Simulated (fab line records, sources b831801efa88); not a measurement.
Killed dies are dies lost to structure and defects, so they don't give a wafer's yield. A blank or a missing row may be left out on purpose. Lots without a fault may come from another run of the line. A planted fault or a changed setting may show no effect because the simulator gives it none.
fab line records | flow sky130
record lots=10 wafers=28 last_day=50
route steps=708 shown NWELL@68 POLY_CUT@319 CONTACT@430 VIA1@472
lots that met no fault: from a run of the same line without faults
start_h: hours from the record's first day to the start of the lot's first wafer shown | wait_h: hours since the lot's step before | " the same as in the row above | L1.1+2: a row that stands for several wafers | - no value, or no start given | * or withheld: withheld | < > ~ a bound
route shown NAME@n: a module of which the file shows steps, and the number in the route of the first | usual: mean/standard deviation of fault-free wafers | same: alike in all rows | chamber/n: place in a boat | sites: the reading at each site | _std_site: their standard deviation | _edge_site: outer sites' mean less inner sites' | radius_mm: how far each site lies from the wafer's centre | mask NAME#n: copy n | behind: the tool/chamber that last shaped the wafer | hold: why the lot was held/for how many hours/how that ended | device: the transistor (n, p or np) that didn't switch | end of line: the same wafers' tests at the end of the route | a step without rows: its recipe alone | killed: dies lost to structure and defects at the first sort, not the wafer's yield | map: a wafer's dies, x killed, . not, _ none there
set.NAME: the setting as run; set.NAME@STEP: as run at that earlier step | model.NAME: the simulator's own value behind a step, which no gauge read
steps of the route over a sample of lots; a table a step, a row a wafer
services: from which hour (start_h, from the record's first day; less than 0 if before it) a tool's chamber was out of use, for how many hours, and why
## steps
# step SKY_NWELL_TW_MEAS_15
# usual NWELL_TW=1812/18
# columns lot.wafer tool chamber start_h wait_h NWELL_TW
L785.4 film_metro-03 - 113.73 0.1 1821
L785.6 " - " " 1826
L786.3 film_metro-01 - 120.36 0.1 1791
L786.4 " - " " 1792
L789.2 film_metro-03 - 137.99 0.1 1820
L789.5 " - " " 1831
L789.6 " - " " 1821
L794.2 film_metro-03 - 165.50 0.1 1808
L794.4 " - " " 1819
L794.5 " - " " 1820
L793.1 film_metro-04 - 166.05 0.1 1830
L793.3 " - " " 1826
L793.5 " - " " 1834
L797.4 film_metro-04 - 185.01 0.1 1837
L797.5 " - " " 1822
L797.6 " - " " 1829
L798.2 film_metro-01 - 193.64 0.1 1789
L798.4 " - " " 1778
L798.5 " - " " 1785
L799.2 film_metro-01 - 196.70 0.1 1792
L799.3 " - " " 1788
L799.6 " - " " 1777
L800.2 film_metro-03 - 202.49 0.1 1810
L800.3 " - " " 1813
L800.5 " - " " 1817
L801.1 film_metro-01 - 211.10 0.1 1782
L801.3 " - " " 1792
L801.5 " - " " 1785
# step SKY_POLY_CUT_STRIP_12
# recipe chemistry=O2/N2 power_w=1400 pressure_mtorr=1500 platen_temp_c=withheld o2_flow_sccm=3000 n2_flow_sccm=300 overash_fraction=0.5
# usual drypump_motor_current_A=5.9/0.46 oes_product_au=0.452/0.0046 strip_time_to_endpoint_s=5.358/0.018
# columns lot.wafer tool chamber start_h wait_h drypump_motor_current_A oes_product_au rf_hours_counter_h strip_time_to_endpoint_s
L785.4 plasma_asher-04 0 598.27 0.0 5.3 0.453 - 5.359
L785.6 " 1 " " 5.5 0.454 - 5.363
L786.3 plasma_asher-02 0 609.07 0.1 5.9 0.458 - 5.373
L786.4 " 1 " " 6.2 0.451 - 5.382
L789.2 plasma_asher-04 0 632.25 0.0 5.3 0.451 94 5.373
L789.5 " 0 " " 5.3 0.449 - 5.370
L789.6 " 1 " " 5.5 0.457 - 5.384
L794.2 plasma_asher-04 1 679.19 0.0 5.5 0.457 99 5.381
L794.4 " 0 " " 5.3 0.447 - 5.396
L794.5 " 1 " " 5.5 0.446 - 5.399
L793.1 plasma_asher-03 1 681.53 0.0 6.6 0.446 27 5.349
L793.3 " 0 " " 6.0 0.452 - 5.369
L793.5 " 1 " " 6.6 0.451 - 5.355
L797.4 plasma_asher-03 0 698.73 0.0 6.0 0.449 - 5.398
L797.5 " 0 " " 6.0 0.449 - 5.380
L797.6 " 1 " " 6.7 0.449 - 5.383
L798.2 plasma_asher-03 0 715.39 0.0 6.0 0.449 30 5.375
L798.4 " 1 " " 6.6 0.455 - 5.349
L798.5 " 1 " " 6.6 0.457 - 5.379
L799.2 plasma_asher-02 1 719.38 0.0 6.2 0.449 91 5.360
L799.3 " 1 " " 6.2 0.453 - 5.346
L799.6 " 0 " " 5.9 0.455 - 5.344
L800.2 plasma_asher-04 1 725.20 0.0 5.5 0.453 103 5.352
L800.3 " 1 " " 5.5 0.454 - 5.351
L800.5 " 0 " " 5.3 0.453 - 5.356
L801.1 plasma_asher-02 1 734.16 0.0 6.2 0.453 92 5.327
L801.3 " 0 " " 5.9 0.453 - 5.346
L801.5 " 0 " " 5.9 0.449 - 5.326
# step SKY_CONTACT_CVD_24
# recipe material=W target_thk_nm=340 time_s=102.12 temp_c=400 pressure_torr=40
# usual heater_power_w=906/110 susceptor_temp_C=399.98/0.24
# columns lot.wafer tool chamber start_h wait_h heater_power_w susceptor_temp_C
L785.4 cvd_w-01 0 770.53 0.1 1007 399.81
L785.6 " 1 " " 770 400.02
L786.3 cvd_w-01 1 781.33 0.1 761 399.73
L786.4 " 0 " " 1000 400.33
L789.2 cvd_w-01 1 801.19 0.0 778 400.06
L789.5 " 1 " " 775 400.06
L789.6 " 0 " " 1011 399.62
L794.2 cvd_w-02 1 846.26 0.0 811 400.33
L794.4 " 0 " " 1017 399.96
L794.5 " 0 " " 1017 400.11
L793.1 cvd_w-02 0 848.73 0.0 1004 399.98
L793.3 " 0 " " 995 400.30
L793.5 " 1 " " 832 399.78
L797.4 cvd_w-01 0 865.40 0.1 998 399.59
L797.5 " 0 " " 1003 399.71
L797.6 " 1 " " 785 399.75
L798.2 cvd_w-01 1 880.44 0.0 777 399.99
L798.4 " 1 " " 802 399.77
L798.5 " 1 " " 771 400.07
L799.2 cvd_w-02 0 881.80 0.0 1016 399.97
L799.3 " 1 " " 819 400.06
L799.6 " 0 " " 993 400.32
L800.2 cvd_w-02 1 889.31 0.0 827 399.90
L800.3 " 1 " " 820 400.27
L800.5 " 1 " " 826 399.91
L801.1 cvd_w-02 1 896.41 0.0 812 400.28
L801.3 " 1 " " 812 400.43
L801.5 " 1 " " 828 400.48
# step SKY_CONTACT_RS_MEAS_25
# recipe thk_meas_gauge=four-point-probe reads=W_of_CONTACT_CVD_24+TiN_of_CONTACT_SPUTTER_23
# usual CONTACT_W_RS=0.338/0.005
# columns lot.wafer tool chamber start_h wait_h hold CONTACT_W_RS[ohm/sq]
L785.4 film_metro-02 - 770.66 0.1 await_dispo/0.2h/release 0.500
L785.6 " - " " await_dispo/0.2h/release 0.507
L785.4 film_metro-02 - 770.95 0.3 - 0.499
L785.6 " - " " - 0.507
L786.3 film_metro-01 - 781.44 0.1 await_dispo/0.2h/release 0.334
L786.4 " - " " await_dispo/0.2h/release 0.486
L786.3 film_metro-01 - 781.73 0.3 - 0.334
L786.4 " - " " - 0.485
L789.2 film_metro-01 - 801.32 0.1 await_dispo/0.2h/release 0.334
L789.5 " - " " await_dispo/0.2h/release 0.338
L789.6 " - " " await_dispo/0.2h/release 0.485
L789.2 film_metro-01 - 801.60 0.3 - 0.334
L789.5 " - " " - 0.338
L789.6 " - " " - 0.484
L794.2 film_metro-02 - 846.39 0.1 - 0.346
L794.4 " - " " - 0.342
L794.5 " - " " - 0.341
L793.1 film_metro-02 - 848.84 0.1 - 0.339
L793.3 " - " " - 0.335
L793.5 " - " " - 0.338
L797.4 film_metro-02 - 865.54 0.1 - 0.334
L797.5 " - " " - 0.328
L797.6 " - " " - 0.339
L798.2 film_metro-01 - 880.57 0.1 - 0.337
L798.4 " - " " - 0.339
L798.5 " - " " - 0.341
L799.2 film_metro-02 - 881.93 0.1 - 0.341
L799.3 " - " " - 0.344
L799.6 " - " " - 0.339
L800.2 film_metro-01 - 889.44 0.1 - 0.342
L800.3 " - " " - 0.337
L800.5 " - " " - 0.338
L801.1 film_metro-02 - 896.52 0.1 - 0.341
L801.3 " - " " - 0.342
L801.5 " - " " - 0.338
# step SKY_CONTACT_THK_MEAS_26
# recipe thk_meas_gauge=xrf reads=W_of_CONTACT_CVD_24
# usual CONTACT_W_THK=335/6.1
# columns lot.wafer tool chamber start_h wait_h hold CONTACT_W_THK[nm]
L785.4 film_metro-02 - 772.45 1.5 await_dispo/0.2h/release 230
L785.6 " - " " await_dispo/0.2h/release 226
L785.4 film_metro-02 - 772.68 0.2 - 230
L785.6 " - " " - 226
L786.3 film_metro-01 - 786.59 4.8 await_dispo/0.2h/release 343
L786.4 " - " " await_dispo/0.2h/release 237
L786.3 film_metro-01 - 786.81 0.2 - 343
L786.4 " - " " - 237
L789.2 film_metro-01 - 803.17 1.5 await_dispo/0.2h/release 342
L789.5 " - " " await_dispo/0.2h/release 338
L789.6 " - " " await_dispo/0.2h/release 238
L789.2 film_metro-01 - 803.40 0.2 - 342
L789.5 " - " " - 337
L789.6 " - " " - 239
L794.2 film_metro-02 - 846.50 0.1 - 323
L794.4 " - " " - 326
L794.5 " - " " - 330
L793.1 film_metro-02 - 848.96 0.1 - 334
L793.3 " - " " - 335
L793.5 " - " " - 330
L797.4 film_metro-02 - 865.63 0.1 - 339
L797.5 " - " " - 345
L797.6 " - " " - 332
L798.2 film_metro-01 - 880.68 0.1 - 337
L798.4 " - " " - 335
L798.5 " - " " - 331
L799.2 film_metro-02 - 882.04 0.1 - 331
L799.3 " - " " - 328
L799.6 " - " " - 333
L800.2 film_metro-01 - 889.55 0.1 - 333
L800.3 " - " " - 336
L800.5 " - " " - 335
L801.1 film_metro-02 - 896.64 0.1 - 331
L801.3 " - " " - 331
L801.5 " - " " - 335
# step SKY_CONTACT_CMP_27
# recipe stop_on=SiO2 t_overpolish_s=15 down_force_psi=3.5 platen_rpm=60 target_thk_nm=0 pad_velocity_m_s=0.94248
# usual motor_current_A=10.7/1.2 time_to_endpoint_s=82.1/2.4
# columns lot.wafer tool chamber start_h wait_h hold motor_current_A time_to_endpoint_s
L785.4 cmp-01 3 778.77 6.1 await_dispo/5.5h/release 10.0 54.8
L785.6 " 3 " " await_dispo/5.5h/release 10.1 51.1
L786.3 cmp-01 0 790.88 4.1 await_dispo/3.9h/release 8.8 85.9
L786.4 " 1 " " await_dispo/3.9h/release 11.7 59.9
L789.2 cmp-02 1 804.98 1.6 await_dispo/1.4h/release 10.4 80.9
L789.6 " 3 " " await_dispo/1.4h/release 11.2 57.8
L789.5 " 0 " " await_dispo/1.4h/release 12.4 81.1
L794.4 cmp-02 2 846.55 0.0 - 11.4 81.5
L794.2 " 0 " " - 14.0 81.5
L794.5 " 3 " " - 11.0 83.7
L793.1 cmp-02 0 849.07 0.1 - 13.0 79.3
L793.3 " 2 " " - 10.3 83.7
L793.5 " 0 " " - 13.3 80.9
L797.4 cmp-01 2 865.81 0.2 - 10.1 79.5
L797.6 " 3 " " - 10.0 81.5
L797.5 " 0 " " - 8.6 87.9
L798.4 cmp-02 3 880.83 0.1 - 10.7 82.1
L798.2 " 0 " " - 13.6 79.6
L798.5 " 2 " " - 10.8 81.4
L799.3 cmp-02 0 882.09 0.0 - 13.1 80.2
L799.2 " 3 " " - 11.3 82.4
L799.6 " 1 " " - 10.6 79.0
L800.3 cmp-02 3 889.65 0.1 - 10.9 81.9
L800.2 " 0 " " - 13.0 80.5
L800.5 " 3 " " - 11.5 80.8
L801.1 cmp-01 2 896.70 0.1 - 10.2 80.8
L801.3 " 3 " " - 10.1 81.7
L801.5 " 3 " " - 9.8 82.4
# step SKY_VIA1_ETCH_14
# recipe chemistry=N2/H2 target=BARC ion_energy_ev=200 source_w=500 bias_w=100 pressure_mtorr=30 n2_flow_sccm=100 h2_flow_sccm=200 stop_on=SiO2 time_s=45.9 target_depth_a=600
# usual bias_w=100.0/0.31 drypump_motor_current_A=6.1/0.47 oes_product_au=0.855/0.005 throttle_valve_pct=13.224/0.0091
# columns lot.wafer tool chamber start_h wait_h bias_w drypump_motor_current_A oes_product_au rf_hours_counter_h throttle_valve_pct
L785.4 rie_diel-04 3 826.20 0.0 100.0 6.3 0.854 17 13.232
L785.6 " 0 " " 99.8 6.0 0.852 - 13.224
L786.3 rie_diel-03 1 836.62 0.0 99.9 6.6 0.857 9 13.228
L786.4 " 2 " " 99.9 5.6 0.854 14 13.242
L789.2 rie_diel-01 2 855.92 0.0 99.6 6.2 0.854 7 13.213
L789.5 " 1 " " 100.0 6.4 0.861 - 13.216
L789.6 " 2 " " 99.9 6.2 0.857 - 13.224
L794.2 rie_diel-03 3 900.30 0.0 100.1 5.4 0.851 17 13.210
L794.4 " 1 " " 100.4 6.6 0.849 10 13.225
L794.5 " 0 " " 99.9 6.5 0.856 - 13.220
L793.1 rie_diel-03 3 902.32 0.0 99.7 5.4 0.849 17 13.228
L793.3 " 1 " " 100.3 6.6 0.850 11 13.232
L793.5 " 3 " " 99.5 5.4 0.849 - 13.231
L797.4 rie_diel-04 1 918.60 0.0 99.5 5.7 0.853 8 13.215
L797.5 " 2 " " 99.8 5.2 0.861 - 13.214
L797.6 " 1 " " 100.1 5.7 0.849 - 13.239
L798.2 rie_diel-03 3 932.35 0.0 99.9 5.4 0.858 18 13.225
L798.4 " 0 " " 100.2 6.6 0.854 9 13.229
L798.5 " 1 " " 100.2 6.5 0.855 - 13.208
L799.2 rie_diel-01 1 934.15 0.0 100.1 6.4 0.855 4 13.220
L799.3 " 0 " " 100.0 6.1 0.848 7 13.220
L799.6 " 1 " " 100.0 6.4 0.848 - 13.226
L800.2 rie_diel-01 2 941.35 0.0 100.3 6.2 0.848 9 13.222
L800.3 " 1 " " 99.9 6.4 0.854 4 13.233
L800.5 " 0 " " 99.5 6.1 0.859 - 13.246
L801.1 rie_diel-01 1 948.92 0.0 99.5 6.4 0.857 4 13.212
L801.3 " 0 " " 99.6 6.1 0.860 7 13.231
L801.5 " 3 " " 100.3 6.7 0.853 - 13.234
## services
# columns tool chamber start_h hours kind
rie_diel-01 0 584.94 2.4 repair
cvd_w-02 1 585.10 3.6 repair
cmp-02 - 597.94 1.5 repair
cvd_w-01 - 599.83 1.6 repair
cvd_w-01 - 603.51 2.8 pm
cmp-02 - 612.27 2.7 repair
cvd_w-02 0 612.96 11.8 repair
cmp-02 - 623.76 2.2 repair
rie_diel-01 1 627.74 3.4 repair
cvd_w-01 - 672.00 6.0 pm
rie_diel-01 - 725.29 28.1 pm
cvd_w-01 0 730.31 3.1 repair
cmp-02 - 735.89 0.9 repair
rie_diel-01 - 753.39 14.6 pm
cmp-02 - 754.13 4.0 pm
cmp-02 - 766.34 6.1 repair
rie_diel-01 2 772.59 9.4 repair
cmp-02 - 775.04 4.1 repair
cmp-02 - 779.14 6.8 pm
cmp-02 - 900.61 0.4 repair
cvd_w-01 - 904.00 14.0 pm
cmp-02 - 905.78 0.4 repair
cvd_w-02 - 923.78 6.9 pm
cmp-02 - 942.89 0.4 repair
## key
first_sign step=SKY_CONTACT_RS_MEAS_25 reading=visit direction=added
effect step=SKY_CONTACT_RS_MEAS_25 reading=CONTACT_W_RS direction=up sigmas=31 usual=0.338 struck=0.494
effect step=SKY_CONTACT_THK_MEAS_26 reading=visit direction=added
effect step=SKY_CONTACT_THK_MEAS_26 reading=CONTACT_W_THK direction=down sigmas=17 usual=335 struck=232
effect step=SKY_CONTACT_CMP_27 reading=time_to_endpoint_s direction=down sigmas=11 usual=* struck=*
met_at SKY_CONTACT_CVD_24
struck_lots L785,L786,L789
struck_wafers L785.4,L785.6,L786.4,L789.6
tester_left_out L785,L786,L789
not_acting_at SKY_NWELL_TW_MEAS_15,SKY_POLY_CUT_STRIP_12,SKY_VIA1_ETCH_14
fault kind=process_parameter_drift tool=cvd_w-01 chamber=- onset_h=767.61 steps=SKY_CONTACT_CVD_24 channel=target_thk_nm offset=-109.15 shape=step end_h=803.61 scope=struck_wafers_only acts_in=these_recipes_only stated=340
# tester_left_out: of these lots the tester's yield and bins aren't shown, on N5 and GAA mostly nor the transistor test; their killed dies are dies lost to structure and defects alone, not to doping, threshold or leakage, so they don't give the yield
